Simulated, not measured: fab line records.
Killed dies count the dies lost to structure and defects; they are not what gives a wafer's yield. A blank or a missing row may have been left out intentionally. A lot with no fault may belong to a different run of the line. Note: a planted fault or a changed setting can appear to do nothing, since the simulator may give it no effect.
fab line records -- flow sky130
record lots=6, wafers=18, lastDay=49
route steps=708 shown FIELD_ISO@3
lots untouched by any fault: they come from a run of this same line in which no faults occurred
startH: start of the lot's first displayed wafer, in hours after the record's first day -- waitH: hours elapsed since this lot's preceding step -- " unchanged from the row above -- L1.1+2: several wafers, shown together as one row -- - no value, or no start was given -- * or withheld: withheld -- < > ~ a bound
route shown NAME@n: names a module that has steps shown in the file, with the first one's number in the route -- usual: average and standard deviation across the fault-free wafers -- same: alike in all rows -- chamber/n: place in a boat -- sites: each site's reading -- _std_site: standard deviation across them -- _edge_site: outer sites' mean less inner sites' -- radiusMm: for every site, how far away it sits from the centre of the wafer -- mask NAME#n: copy n -- behind: the most recent tool/chamber to have shaped the wafer -- hold: what put the lot on hold/how long, in hours/how the hold closed -- device: which transistor (n, p or np) failed to switch -- end of line: at the end of the route, the tests of the same wafers -- where a step has no rows: the recipe by itself -- killed: dies lost to structure and defects at the first sort, not the wafer's yield -- map: a wafer's dies, marking killed ones x, the rest . and places with no die _
set.NAME: the setting as run; set.NAME@STEP: as run at that earlier step -- model.NAME: the simulator's own value behind a step, which no gauge read
lots at selected steps of the route; one table per step, one row per wafer
services: from which hour (startH, from the record's first day; less than 0 if before it) a tool's chamber was out of use, for how many hours, and why
## steps
# step SKY_FIELD_ISO_THK_MEAS_02
# recipe reads=SiO2_of_FIELD_ISO_OXIDATION_01
# usual FIELD_ISO_OXIDATION_00_THK=12.06/0.2
lot.wafer,tool,chamber,startH,waitH,FIELD_ISO_OXIDATION_00_THK[nm]
L120.3,filmMetro-03,-,17.78,0.0,12.48
L120.4,filmMetro-03,-,17.78,0.0,12.23
L120.5,filmMetro-03,-,17.78,0.0,12.11
L123.2,filmMetro-03,-,31.64,0.0,12.13
L123.4,filmMetro-03,-,31.64,0.0,12.25
L123.6,filmMetro-03,-,31.64,0.0,12.24
L128.1,filmMetro-03,-,57.88,0.0,11.90
L128.5,filmMetro-03,-,57.88,0.0,12.16
L128.6,filmMetro-03,-,57.88,0.0,12.15
L131.3,filmMetro-04,-,72.17,0.0,12.39
L131.4,filmMetro-04,-,72.17,0.0,12.18
L131.5,filmMetro-04,-,72.17,0.0,12.09
L137.3,filmMetro-03,-,103.03,0.0,12.26
L137.4,filmMetro-03,-,103.03,0.0,12.30
L137.5,filmMetro-03,-,103.03,0.0,12.44
L140.2,filmMetro-04,-,117.71,0.0,11.79
L140.3,filmMetro-04,-,117.71,0.0,11.87
L140.4,filmMetro-04,-,117.71,0.0,11.78
# step SKY_FIELD_ISO_CVD_03
# recipe material=Si3N4, precursor=DCS/NH3, targetThkNm=165, tempC=770, timeS=2830, pressureMtorr=250
# step SKY_FIELD_ISO_THK_MEAS_04
# recipe reads=Si3N4_of_FIELD_ISO_CVD_03
# usual FIELD_ISO_CVD_03_THK=165.7/1.9
lot.wafer,tool,chamber,startH,waitH,FIELD_ISO_CVD_03_THK[nm]
L120.3,filmMetro-04,-,20.02,0.0,169.5
L120.4,filmMetro-04,-,20.02,0.0,171.3
L120.5,filmMetro-04,-,20.02,0.0,170.2
L123.2,filmMetro-04,-,34.13,0.0,166.6
L123.4,filmMetro-04,-,34.13,0.0,164.5
L123.6,filmMetro-04,-,34.13,0.0,165.3
L128.1,filmMetro-03,-,60.35,0.0,166.7
L128.5,filmMetro-03,-,60.35,0.0,166.4
L128.6,filmMetro-03,-,60.35,0.0,165.1
L131.3,filmMetro-01,-,74.02,0.0,168.8
L131.4,filmMetro-01,-,74.02,0.0,167.3
L131.5,filmMetro-01,-,74.02,0.0,167.8
L137.3,filmMetro-03,-,105.43,0.0,166.0
L137.4,filmMetro-03,-,105.43,0.0,165.2
L137.5,filmMetro-03,-,105.43,0.0,165.0
L140.2,filmMetro-01,-,119.56,0.0,163.9
L140.3,filmMetro-01,-,119.56,0.0,164.5
L140.4,filmMetro-01,-,119.56,0.0,165.9
# step SKY_FIELD_ISO_DEHYDRATE_05
# recipe tempC=200, timeS=60
# step SKY_FIELD_ISO_HMDS_06
# recipe primeTimeS=60, primeTempC=120
# step SKY_FIELD_ISO_COAT_07
# recipe resist=BARC, tempC=withheld, timeS=withheld, spinRpm=3000, resistThkNm=61.2
# step SKY_FIELD_ISO_COAT_08
# recipe resist=KrF-thick, spinRpm=3000, resistThkNm=450
# step SKY_FIELD_ISO_SOFTBAKE_09
# recipe tempC=100, timeS=90, resist=KrF-thick
# step SKY_FIELD_ISO_EXPOSE_10
# recipe maskId=FOM, na=0.68, sourceShape=annular, sigmaInner=0.4, sigmaOuter=0.8, targetCdNm=150, doseMj=28
# step SKY_FIELD_ISO_PEB_11
# recipe pebTempC=withheld, pebTimeS=withheld, resist=KrF-thick
# step SKY_FIELD_ISO_DEVELOP_12
# recipe developTimeS=60, resist=KrF-thick, devTempC=21
# step SKY_FIELD_ISO_CD_MEAS_13
# recipe targetCdNm=150
# usual cdNm=150.1/1.6
lot.wafer,tool,chamber,startH,waitH,cdNm
L120.3,cdSem-02,-,35.06,-,148.1
L120.4,cdSem-02,-,35.06,-,150.1
L120.5,cdSem-02,-,35.06,-,150.0
L123.2,cdSem-02,-,48.90,-,147.2
L123.4,cdSem-02,-,48.90,-,148.2
L123.6,cdSem-02,-,48.90,-,146.9
L128.1,cdSem-01,-,76.78,-,148.8
L128.5,cdSem-01,-,76.78,-,150.5
L128.6,cdSem-01,-,76.78,-,150.5
L131.3,cdSem-01,-,91.01,-,150.2
L131.4,cdSem-01,-,91.01,-,151.2
L131.5,cdSem-01,-,91.01,-,150.1
L137.3,cdSem-01,-,123.30,-,152.5
L137.4,cdSem-01,-,123.30,-,153.8
L137.5,cdSem-01,-,123.30,-,154.2
L140.2,cdSem-01,-,137.65,-,152.2
L140.3,cdSem-01,-,137.65,-,152.4
L140.4,cdSem-01,-,137.65,-,152.3
# step SKY_FIELD_ISO_ETCH_14
# recipe chemistry=N2/H2, target=BARC, ionEnergyEv=200, sourceW=500, biasW=100, pressureMtorr=30, n2FlowSccm=100, h2FlowSccm=200, stopOn=SiO2, timeS=45.9, targetDepthA=600
# usual drypumpMotorCurrentA=5.7/0.47, n2FlowSccm=100.0/0.3, oesProductAu=0.863/0.0048, runLengthS=74.1/0.52, throttleValvePct=13.227/0.0083
lot.wafer,tool,chamber,startH,waitH,drypumpMotorCurrentA,n2FlowSccm,oesProductAu,rfHoursCounterH,runLengthS,throttleValvePct,model.etch.depthNm,model.KrF-thick_of_FIELD_ISO_COAT_08.thkNm,model.FIELD_ISO.cdNm
L120.3,rieDiel-01,1,35.14,0.1,5.7,99.8,0.872,170,73.3,13.207,61.2,391.1,147.1
L120.4,rieDiel-01,2,35.14,0.1,6.1,99.6,0.858,2,73.8,13.228,61.26,391.8,148.9
L120.5,rieDiel-01,0,35.14,0.1,6.3,100.3,0.878,-,74.2,13.222,61.46,393.1,149.6
L123.2,rieDiel-02,2,49.00,0.1,5.5,99.8,0.860,80,74.6,13.213,61.14,393.8,147.8
L123.4,rieDiel-02,1,49.00,0.1,6.0,99.9,0.866,89,75.1,13.234,60.91,392.8,148.6
L123.6,rieDiel-02,0,49.00,0.1,5.8,99.7,0.856,-,73.5,13.242,61.05,394.3,147
L128.1,rieDiel-02,0,76.90,0.1,5.8,99.9,1.003,14,32.9,13.236,9.111,428.6,156.8
L128.5,rieDiel-02,2,76.90,0.1,5.5,100.0,0.998,-,33.8,13.238,9.162,429,158.5
L128.6,rieDiel-02,3,76.90,0.1,5.2,100.1,0.980,-,33.9,13.245,8.88,430.7,158.1
L131.3,rieDiel-02,3,91.09,0.1,5.2,99.8,1.009,18,33.1,13.247,9.018,430.3,158.3
L131.4,rieDiel-02,2,91.09,0.1,5.5,100.5,1.019,81,34.2,13.232,9.309,430.2,159.8
L131.5,rieDiel-02,1,91.09,0.1,5.9,100.3,1.003,-,34.5,13.251,9.118,430,158
L137.3,rieDiel-01,2,123.38,0.1,6.1,100.1,0.856,4,73.8,13.210,61.33,391.4,151.1
L137.4,rieDiel-01,1,123.38,0.1,5.7,100.2,0.866,1,73.1,13.212,61.13,392.2,152.2
L137.5,rieDiel-01,3,123.38,0.1,6.0,99.8,0.867,-,75.1,13.223,61.25,391.4,153.4
L140.2,rieDiel-04,1,137.75,0.1,4.9,100.5,0.862,10,74.2,13.221,61.08,392.1,153.3
L140.3,rieDiel-04,2,137.75,0.1,6.4,100.3,0.869,1,74.3,13.225,61.28,392.5,153.5
L140.4,rieDiel-04,3,137.75,0.1,5.0,100.1,0.859,134,73.9,13.227,61.25,391.5,152.8
# step SKY_FIELD_ISO_ETCH_15
# recipe chemistry=CHF3/O2, targetDepthNm=180, stopOn=Si, sourceW=600, biasW=200, pressureMtorr=40, chf3FlowSccm=50, O2_flow_sccm=5, timeS=72
# usual drypumpMotorCurrentA=5.7/0.47, oesProductAu=0.948/0.0076, runLengthS=100.2/0.54, throttleValvePct=8.844/0.0098
lot.wafer,tool,chamber,startH,waitH,drypumpMotorCurrentA,oesProductAu,rfHoursCounterH,runLengthS,throttleValvePct,model.KrF-thick_of_FIELD_ISO_COAT_08.thkNm
L120.3,rieDiel-01,1,35.18,0.0,5.7,0.958,170,99.2,8.837,235.7
L120.4,rieDiel-01,2,35.18,0.0,6.1,0.967,2,100.0,8.859,235.3
L120.5,rieDiel-01,0,35.18,0.0,6.2,0.968,-,100.8,8.849,237.3
L123.2,rieDiel-02,2,49.04,0.0,5.5,0.956,80,100.2,8.843,236.4
L123.4,rieDiel-02,1,49.04,0.0,5.9,0.935,89,100.7,8.860,237.7
L123.6,rieDiel-02,0,49.04,0.0,5.8,0.954,-,99.7,8.841,236.7
L128.1,rieDiel-02,0,76.94,0.0,5.7,0.376,14,99.5,8.663,270.7
L128.5,rieDiel-02,2,76.94,0.0,5.5,0.372,-,100.0,8.682,273.3
L128.6,rieDiel-02,3,76.94,0.0,5.1,0.374,-,99.9,8.676,280.8
L131.3,rieDiel-02,3,91.13,0.0,5.1,0.378,18,100.4,8.672,277.3
L131.4,rieDiel-02,2,91.13,0.0,5.5,0.366,81,100.4,8.679,272.5
L131.5,rieDiel-02,1,91.13,0.0,5.9,0.379,-,100.6,8.653,275
L137.3,rieDiel-01,2,123.42,0.0,6.1,0.945,4,100.5,8.859,235.7
L137.4,rieDiel-01,1,123.42,0.0,5.8,0.940,1,99.3,8.836,236.9
L137.5,rieDiel-01,3,123.42,0.0,6.0,0.942,-,101.2,8.834,231.6
L140.2,rieDiel-04,1,137.79,0.0,4.9,0.943,10,100.5,8.839,236.4
L140.3,rieDiel-04,2,137.79,0.0,6.4,0.947,1,99.7,8.838,239.1
L140.4,rieDiel-04,3,137.79,0.0,5.0,0.949,134,100.4,8.837,237.6
# step SKY_FIELD_ISO_STRIP_16
# recipe chemistry=O2/N2, powerW=1400, pressureMtorr=1500, platenTempC=withheld, o2FlowSccm=3000, n2FlowSccm=300, overashFraction=0.4779
# usual drypumpMotorCurrentA=5.6/0.35, n2FlowSccm=300.1/0.88, oesProductAu=0.379/0.0048, stripTimeToEndpointS=3.563/0.028
lot.wafer,tool,chamber,startH,waitH,drypumpMotorCurrentA,n2FlowSccm,oesProductAu,rfHoursCounterH,stripTimeToEndpointS
L120.3,plasmaAsher-01,0,35.27,0.1,6.0,298.7,0.378,-,3.552
L120.4,plasmaAsher-01,1,35.27,0.1,5.7,300.4,0.373,-,3.541
L120.5,plasmaAsher-01,0,35.27,0.1,6.0,300.0,0.371,-,3.580
L123.2,plasmaAsher-01,1,49.10,0.0,5.7,300.7,0.379,22,3.567
L123.4,plasmaAsher-01,0,49.10,0.0,6.0,299.9,0.376,-,3.569
L123.6,plasmaAsher-01,0,49.10,0.0,6.0,299.5,0.375,-,3.583
L128.1,plasmaAsher-04,0,77.00,0.0,5.7,298.9,0.393,39,3.931
L128.5,plasmaAsher-04,1,77.00,0.0,5.7,300.4,0.388,-,3.965
L128.6,plasmaAsher-04,0,77.00,0.0,5.6,299.2,0.396,-,4.044
L131.3,plasmaAsher-04,1,91.22,0.1,5.7,299.0,0.392,-,4.001
L131.4,plasmaAsher-04,0,91.22,0.1,5.6,299.0,0.386,-,3.949
L131.5,plasmaAsher-04,0,91.22,0.1,5.7,299.4,0.399,-,3.964
L137.3,plasmaAsher-01,0,123.51,0.1,6.0,300.5,0.381,-,3.561
L137.4,plasmaAsher-01,1,123.51,0.1,5.7,302.0,0.376,-,3.566
L137.5,plasmaAsher-01,1,123.51,0.1,5.7,300.0,0.378,-,3.522
L140.2,plasmaAsher-04,1,137.85,0.0,5.7,300.6,0.378,46,3.569
L140.3,plasmaAsher-04,1,137.85,0.0,5.7,300.6,0.377,-,3.576
L140.4,plasmaAsher-04,0,137.85,0.0,5.6,298.4,0.379,-,3.573
# step SKY_FIELD_ISO_ETCH_17
# recipe targetDepthA=3420, maskMaterial=Si3N4, chemistry=HBr/Cl2/O2, target=Si, taperDeg=5, icpW=600, biasW=150, pressureMtorr=15, HBr_flow_sccm=150, Cl2_flow_sccm=40, O2_flow_sccm=6, timeS=97.7
# usual drypumpMotorCurrentA=5.7/0.39, oesProductAu=1.008/0.0091, runLengthS=125.9/0.38, throttleValvePct=25.651/0.01
lot.wafer,tool,chamber,startH,waitH,drypumpMotorCurrentA,oesProductAu,rfHoursCounterH,runLengthS,throttleValvePct,model.FIELD_ISO.cdNm
L120.3,rieSi-01,2,35.34,0.0,6.1,1.013,154,125.8,25.667,147
L120.4,rieSi-01,3,35.34,0.0,5.4,1.008,-,126.2,25.653,148.4
L120.5,rieSi-01,2,35.34,0.0,6.1,1.019,-,125.7,25.644,148.6
L123.2,rieSi-02,2,49.20,0.1,5.6,1.006,93,125.6,25.647,147.2
L123.4,rieSi-02,0,49.20,0.1,5.2,1.022,0,125.6,25.648,147.8
L123.6,rieSi-02,3,49.20,0.1,5.6,1.008,-,125.8,25.652,146.5
L128.1,rieSi-01,0,77.10,0.1,5.6,0.997,88,126.2,25.648,155.9
L128.5,rieSi-01,1,77.10,0.1,6.6,1.008,-,126.3,25.662,158
L128.6,rieSi-01,3,77.10,0.1,5.4,1.010,-,126.2,25.642,157.5
L131.3,rieSi-02,3,91.29,0.0,5.6,1.001,126,125.9,25.640,159
L131.4,rieSi-02,0,91.29,0.0,5.3,1.019,0,125.2,25.632,159.4
L131.5,rieSi-02,2,91.29,0.0,5.6,1.009,-,125.9,25.660,158.1
L137.3,rieSi-02,1,123.57,0.0,5.5,0.999,0,125.6,25.656,151.1
L137.4,rieSi-02,3,123.57,0.0,5.6,1.003,127,125.8,25.645,152.8
L137.5,rieSi-02,0,123.57,0.0,5.2,1.026,-,125.3,25.654,153.5
L140.2,rieSi-02,1,137.95,0.1,5.5,1.001,1,125.6,25.652,152.7
L140.3,rieSi-02,0,137.95,0.1,5.3,1.028,1,126.0,25.636,151.5
L140.4,rieSi-02,3,137.95,0.1,5.6,1.008,127,126.2,25.667,151
# step SKY_FIELD_ISO_WET_ETCH_18
# recipe chemistry=H3PO4, targetDepthNm=25, tempC=160, target=Si3N4, timeS=286
## services
tool,chamber,startH,hours,kind
rieDiel-01,-,18.92,2.8,pm
plasmaAsher-01,-,20.22,2.8,pm
plasmaAsher-01,-,24.70,0.9,repair
rieSi-02,0,28.36,-,clean
rieSi-02,0,28.36,16.1,scheduledDown
rieSi-02,0,28.36,16.1,ventCycle
rieSi-01,0,34.34,7.6,repair
rieDiel-04,2,47.14,-,clean
rieDiel-04,2,47.14,25.3,scheduledDown
rieDiel-04,2,47.14,25.3,ventCycle
rieSi-02,1,50.39,-,clean
rieSi-02,1,50.39,18.8,scheduledDown
rieSi-02,1,50.39,18.8,ventCycle
rieSi-01,2,61.84,-,clean
rieSi-01,2,61.84,19.6,scheduledDown
rieSi-01,2,61.84,19.6,ventCycle
rieDiel-01,1,72.76,-,clean
rieDiel-01,1,72.76,15.0,scheduledDown
rieDiel-01,1,72.76,15.0,ventCycle
rieSi-01,1,92.58,-,clean
rieSi-01,-,104.63,0.3,repair
rieDiel-04,3,108.65,10.9,repair
rieSi-01,3,115.20,5.1,repair
rieDiel-04,3,127.13,4.7,repair
## key
firstSign step=SKY_FIELD_ISO_ETCH_14, reading=runLengthS, direction=down, sigmas=78, usual=*, struck=*
effect step=SKY_FIELD_ISO_ETCH_14, reading=oesProductAu, direction=up, sigmas=29, usual=0.863, struck=1.002
effect step=SKY_FIELD_ISO_ETCH_15, reading=oesProductAu, direction=down, sigmas=76, usual=0.948, struck=0.374
effect step=SKY_FIELD_ISO_STRIP_16, reading=stripTimeToEndpointS, direction=up, sigmas=14, usual=*, struck=*
modelEffect step=SKY_FIELD_ISO_ETCH_14, value=etch.depthNm, without=61.29, struck=9.1
modelEffect step=SKY_FIELD_ISO_ETCH_15, value=KrF-thick_of_FIELD_ISO_COAT_08.thkNm, without=236.7, struck=274.9
modelEffect step=SKY_FIELD_ISO_ETCH_17, value=FIELD_ISO.cdNm, without=150.4, struck=158
metAt SKY_FIELD_ISO_ETCH_14
struckWafers L128.1,L128.5,L128.6,L131.3,L131.4,L131.5
laterRowsLeftOut L128.1,L128.5,L128.6,L131.3,L131.4,L131.5
sortLeftOut L128.1,L128.5,L128.6,L131.3,L131.4,L131.5
testerLeftOut L128,L131
onsetBetween 49.00 76.90
fault kind=processParameterDrift, tool=rieDiel-02, chamber=-, onsetH=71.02, steps=SKY_FIELD_ISO_ETCH_14, channel=timeS, offset=*, shape=step, endH=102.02, actsIn=*, stated=*
# testerLeftOut: of these lots the tester's yield and bins aren't shown, on N5 and GAA mostly nor the transistor test; their killed dies are dies lost to structure and defects alone, not to doping, threshold or leakage, so they don't give the yield
# sortLeftOut: the simulated sort isn't trusted on such a fault, so these wafers' sort isn't shown, and their yield isn't known
# laterRowsLeftOut: the simulator's readings of these wafers behind a module that went badly wrong aren't trusted and aren't shown, but for the sort
